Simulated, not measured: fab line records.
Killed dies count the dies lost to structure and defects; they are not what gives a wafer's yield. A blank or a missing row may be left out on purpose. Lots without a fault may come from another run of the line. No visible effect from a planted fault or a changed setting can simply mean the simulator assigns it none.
Which of the tools did it? | flow sky130 | Sampling: 13 lots, 36 wafers, 5 of 708 route steps

== WHAT THE GAUGES SHOWED, per wafer ==
SKY_FIELD_ISO_CD_MEAS_13: the cd target is 150 nm.
lot  | measured    | on       | cdNm (nm)
L574 | day 2 05:32 | cdSem-02 | 149.1 150.3 149.8
L575 | day 2 09:13 | cdSem-02 | 151.4 150.5 149.6
L577 | day 2 20:16 | cdSem-02 | 152.6 151.8 152.7
L578 | day 3 01:02 | cdSem-02 | 153.0 152.0 150.8
L579 | day 3 07:05 | cdSem-02 | 150.8 151.4 150.7
L584 | day 4 07:10 | cdSem-02 | 149.2 150.4
L585 | day 4 13:04 | cdSem-02 | 146.7 148.1
L586 | day 4 18:29 | cdSem-02 | 150.1 151.8
L591 | day 5 20:47 | cdSem-02 | 150.1 148.5 149.6
L592 | day 6 02:25 | cdSem-02 | 153.0 151.6 151.9
L593 | day 6 07:43 | cdSem-02 | 150.0 149.1 150.6
L595 | day 6 18:14 | cdSem-02 | 149.6 150.2 149.4
L597 | day 7 07:38 | cdSem-02 | 151.3 150.5 151.1

SKY_VT_ADJUST_LVTN_TW_MEAS_10.
lot  | measured     | on           | VT_ADJUST_LVTN_TW
L574 | day 6 20:33  | filmMetro-02 | 240.1 241.2 242.7
L575 | day 7 03:50  | filmMetro-02 | 242.1 241.7 242.0
L577 | day 7 19:03  | filmMetro-03 | 242.4 242.4 242.1
L578 | day 8 01:58  | filmMetro-02 | 243.0 241.9 241.6
L579 | day 8 06:52  | filmMetro-03 | 242.3 242.6 243.9
L584 | day 9 16:05  | filmMetro-03 | 240.5 231.1
L585 | day 9 21:33  | filmMetro-02 | 231.8 239.5
L586 | day 10 03:08 | filmMetro-03 | 242.1 229.2
L591 | day 11 14:02 | filmMetro-02 | 241.3 240.4 241.0
L592 | day 11 19:42 | filmMetro-01 | 244.0 242.9 245.1
L593 | day 11 22:28 | filmMetro-02 | 240.0 240.9 241.5
L595 | day 12 10:02 | filmMetro-03 | 240.5 239.6 240.6
L597 | day 13 03:59 | filmMetro-01 | 244.4 244.7 244.2

== WHAT TOOL EACH LOT RAN ON (gives the tool, then ch and the chambers of the sampled wafers, and finally the start) ==
lot  | SKY_FIELD_ISO_ETCH_15            | SKY_VT_ADJUST_HVTP_STRIP_10         | SKY_VT_ADJUST_LVTN_IMPLANT_08
L574 | rieDiel-03 ch 0,1,2, day 2 05:42 | plasmaAsher-04 ch 0,1, day 6 01:41  | implanter-01 ch 0, day 6 20:18
L575 | rieDiel-04 ch 0,3, day 2 09:20   | plasmaAsher-01 ch 0,1, day 6 08:35  | implanter-04 ch 0, day 7 03:37
L577 | rieDiel-03 ch 1,3, day 2 20:26   | plasmaAsher-04 ch 0,1, day 6 22:20  | implanter-01 ch 0, day 7 18:48
L578 | rieDiel-03 ch 1,2,3, day 3 01:12 | plasmaAsher-04 ch 0,1, day 7 05:46  | implanter-02 ch 0, day 8 01:43
L579 | rieDiel-04 ch 0,1,2, day 3 07:15 | plasmaAsher-02 ch 0,1, day 7 11:19  | implanter-01 ch 0, day 8 06:37
L584 | rieDiel-04 ch 2,3, day 4 07:17   | plasmaAsher-04 ch 0,1, day 8 18:13  | implanter-02 ch 0, day 9 15:52
L585 | rieDiel-02 ch 0, day 4 13:11     | plasmaAsher-01 ch 0,1, day 8 23:30  | implanter-02 ch 0, day 9 21:21
L586 | rieDiel-04 ch 3, day 4 18:37     | plasmaAsher-02 ch 0,1, day 9 05:40  | implanter-02 ch 0, day 10 02:55
L591 | rieDiel-02 ch 1,2,3, day 5 20:55 | plasmaAsher-02 ch 0,1, day 10 15:30 | implanter-01 ch 0, day 11 13:50
L592 | rieDiel-04 ch 0,3, day 6 02:34   | plasmaAsher-04 ch 0,1, day 10 20:20 | implanter-04 ch 0, day 11 19:27
L593 | rieDiel-02 ch 0,3, day 6 07:52   | plasmaAsher-02 ch 0,1, day 10 22:50 | implanter-01 ch 0, day 11 22:13
L595 | rieDiel-03 ch 1,2, day 6 18:23   | plasmaAsher-04 ch 0,1, day 11 10:22 | implanter-04 ch 0, day 12 09:48
L597 | rieDiel-03 ch 2,3, day 7 07:46   | plasmaAsher-01 ch 0,1, day 12 02:58 | implanter-01 ch 0, day 13 03:45
- SKY_FIELD_ISO_ETCH_15: etches the open film in CHF3/O2, stops on Si, target depth 180 nm, time 72 s.
- SKY_VT_ADJUST_HVTP_STRIP_10: strips in O2/N2.
- SKY_VT_ADJUST_LVTN_IMPLANT_08

== AS READ BY THE TOOLS THEMSELVES (means over the sampled wafers that have a number; for cases with no such wafer, the mark the record gives instead) ==
SKY_FIELD_ISO_ETCH_15.
lot  | tool       | drypumpMotorCurrentA (A) | oesProductAu (a.u.) | throttleValvePct (%)
L574 | rieDiel-03 | 5.6                      | 0.946               | 8.842
L575 | rieDiel-04 | 5.4                      | 0.939               | 8.830
L577 | rieDiel-03 | 6.2                      | 0.945               | 8.841
L578 | rieDiel-03 | 5.7                      | 0.943               | 8.845
L579 | rieDiel-04 | 5.8                      | 0.952               | 8.846
L584 | rieDiel-04 | 5.3                      | 0.944               | 8.835
L585 | rieDiel-02 | 6.2                      | 0.943               | 8.841
L586 | rieDiel-04 | 5.0                      | 0.950               | 8.834
L591 | rieDiel-02 | 5.5                      | 0.944               | 8.848
L592 | rieDiel-04 | 5.5                      | 0.958               | 8.842
L593 | rieDiel-02 | 5.6                      | 0.953               | 8.849
L595 | rieDiel-03 | 5.8                      | 0.954               | 8.844
L597 | rieDiel-03 | 5.6                      | 0.946               | 8.835

SKY_VT_ADJUST_HVTP_STRIP_10.
lot  | tool           | drypumpMotorCurrentA (A) | oesProductAu (a.u.) | stripTimeToEndpointS (s)
L574 | plasmaAsher-04 | 5.2                      | 0.718               | 14.16
L575 | plasmaAsher-01 | 5.9                      | 0.711               | 14.18
L577 | plasmaAsher-04 | 5.2                      | 0.715               | 14.16
L578 | plasmaAsher-04 | 5.5                      | 0.717               | 14.14
L579 | plasmaAsher-02 | 5.9                      | 0.716               | 14.11
L584 | plasmaAsher-04 | 5.3                      | 0.718               | 14.19
L585 | plasmaAsher-01 | 5.9                      | 0.718               | 14.16
L586 | plasmaAsher-02 | 5.8                      | 0.722               | 14.21
L591 | plasmaAsher-02 | 5.9                      | 0.715               | 14.16
L592 | plasmaAsher-04 | 5.5                      | 0.716               | 14.17
L593 | plasmaAsher-02 | 5.7                      | 0.718               | 14.21
L595 | plasmaAsher-04 | 5.5                      | 0.714               | 14.13
L597 | plasmaAsher-01 | 5.9                      | 0.716               | 14.16

SKY_VT_ADJUST_LVTN_IMPLANT_08.
lot  | tool         | beamEnergyKeV
L574 | implanter-01 | 29.996
L575 | implanter-04 | 29.992
L577 | implanter-01 | 29.994
L578 | implanter-02 | 30.000
L579 | implanter-01 | 29.988
L584 | implanter-02 | 30.000
L585 | implanter-02 | 29.978
L586 | implanter-02 | 30.015
L591 | implanter-01 | 29.991
L592 | implanter-04 | 29.996
L593 | implanter-01 | 30.003
L595 | implanter-04 | 29.999
L597 | implanter-01 | 29.983

== THE ANSWER, worked out from the rows above alone ==
Rule: usual is defined by the lots themselves. The widest of any qualifying gaps counts: lots, ordered by their means at a reading, are off when they make up no more than a third of the lots, leave a main group of 4 or more, and stand apart from it by 3 or more times the standard deviation of that group's means. A main group whose means are all the same, to the digits that the tables above print for the reading, isn't used. Also off: a lot with no number at a reading for which 4 or more lots have one. The other lots that the step has rows for count as sound. The gauges are gone through in route order, then the tools' own readings, and for those a lot's mean is taken as printed above. At the first step where some lot is off, the reading lying furthest off is the one used; lots without a number count as furthest.
Off: at SKY_VT_ADJUST_LVTN_TW_MEAS_10 (VT_ADJUST_LVTN_TW), L584, L585, L586. The main group: mean 242.1, standard deviation 1.3.
A tool fits if, at a process step before that reading, it ran every lot that is off, and no sound lot after the first of them. Gauges at SKY_VT_ADJUST_LVTN_TW_MEAS_10: tried the same way as those tools. One fits: SKY_VT_ADJUST_LVTN_IMPLANT_08 on implanter-02. A fault onset in the window from L578 (day 8 01:43, its last sound lot) to L584 (day 9 15:52, its first lot off) fits.

== WHAT THE SIMULATOR HAD INSERTED ==
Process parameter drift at SKY_VT_ADJUST_LVTN_IMPLANT_08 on implanter-02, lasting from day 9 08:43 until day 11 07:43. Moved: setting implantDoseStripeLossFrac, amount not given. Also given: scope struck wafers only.
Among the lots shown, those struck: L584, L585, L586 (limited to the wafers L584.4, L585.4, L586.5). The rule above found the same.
